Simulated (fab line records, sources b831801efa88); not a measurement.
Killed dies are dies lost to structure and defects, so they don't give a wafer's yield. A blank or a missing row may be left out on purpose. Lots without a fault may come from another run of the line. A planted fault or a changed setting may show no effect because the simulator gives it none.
Problem report in the 8D (eight disciplines) form, filled by code | flow gf180mcu | the parts of the form that need people (team, actions taken, sign-off) are left out

1. THE PROBLEM
NSD_RS at GF_PSD_RS_MEAS_14 reads a mean of 42.05 ohm/sq on 6 wafers of 2 lots; wafers without a fault read 46.11 ohm/sq with a standard deviation of 0.12. That is -34 standard deviations from the usual mean.
The step: measures by four-point-probe.
First seen on wafer L572.2, day 18 00:16, on film_metro-01. The record holds 39 wafers of 13 lots with a number at this step. Rule for "out", or "out of limits": more than 4 standard deviations from the usual mean. The other wafers with a number count as sound.

2. WHAT IT IS AND WHAT IT IS NOT
question                    | is                           | is not
which readings at this step | NSD_RS                       | -
which lots                  | L572, L573                   | L563, L564, L565, L567, L568, L570, L571, L581, L582, L583, L584
which wafers of those lots  | all that have a number       | -
read on which gauges        | film_metro-01, film_metro-02 | film_metro-03
when                        | from day 18 00:16            | up to then (21 sound wafers); but 12 sound wafers of L581, L582, L583, L584 came after

3. SUSPECTS, AND WHAT RULES EACH OUT
Counting: a tool at a process step up to the reading stays a suspect if it ran every lot that is out and no sound lot after the first of them.
- the gauge at GF_PSD_RS_MEAS_14: ruled out. The wafers that are out were read on 2 gauges (film_metro-01, film_metro-02).
- rtp_anneal-02 at GF_PSD_RTA_13 (time 20 s): kept. It ran every lot that is out, first L572 (day 18 00:11), and no sound lot after that; its last sound lot up to then is L571 (day 17 13:46). Its own readings are out on those wafers: lamp_power_pct.
Left after counting: rtp_anneal-02 at GF_PSD_RTA_13.

4. THE CAUSE (what the simulator had put in)
Process parameter drift: rtp_anneal-02, from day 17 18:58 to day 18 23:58, at GF_PSD_RTA_13. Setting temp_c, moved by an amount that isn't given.
Counting left only this tool.

5. THE CHAIN OF EFFECTS, in route order
Each row: a reading whose mean over the struck wafers that have a number lies more than 3 standard deviations from the usual. Only readings for which the record gives a usual standard deviation are gone through. hours: the time from each lot's start at the first step in this table that gives one to its start at this step, as a median over the lots. sigmas: the change in usual standard deviations.
hours | step              | reading        | usual        | on struck wafers | change | sigmas
0     | GF_PSD_RTA_13     | lamp_power_pct | 33.6 %       | 36.7             | +3.1   | +5.9
0     | GF_PSD_RS_MEAS_14 | NSD_RS         | 46.11 ohm/sq | 42.05            | -4.05  | -34
0     | GF_PSD_RS_MEAS_15 | PSD_RS         | 108.5 ohm/sq | 97.0             | -11.5  | -35
The process steps in it:
- GF_PSD_RTA_13: time 20 s.

6. WHAT WOULD HAVE CAUGHT IT SOONER
In this record the first reading out of limits at a measuring or inspecting step was taken at day 18 00:16, 5 hours after the fault began at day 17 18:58.
The tool's own readings at GF_PSD_RTA_13 were out on every struck wafer that the step has a row for (lamp_power_pct): an alarm limit on them would have fired on the first of those.
Of the lots that are out (2), L573 began GF_PSD_RTA_13 on rtp_anneal-02 after day 18 00:16. A hold on the tool at that time would have spared it.
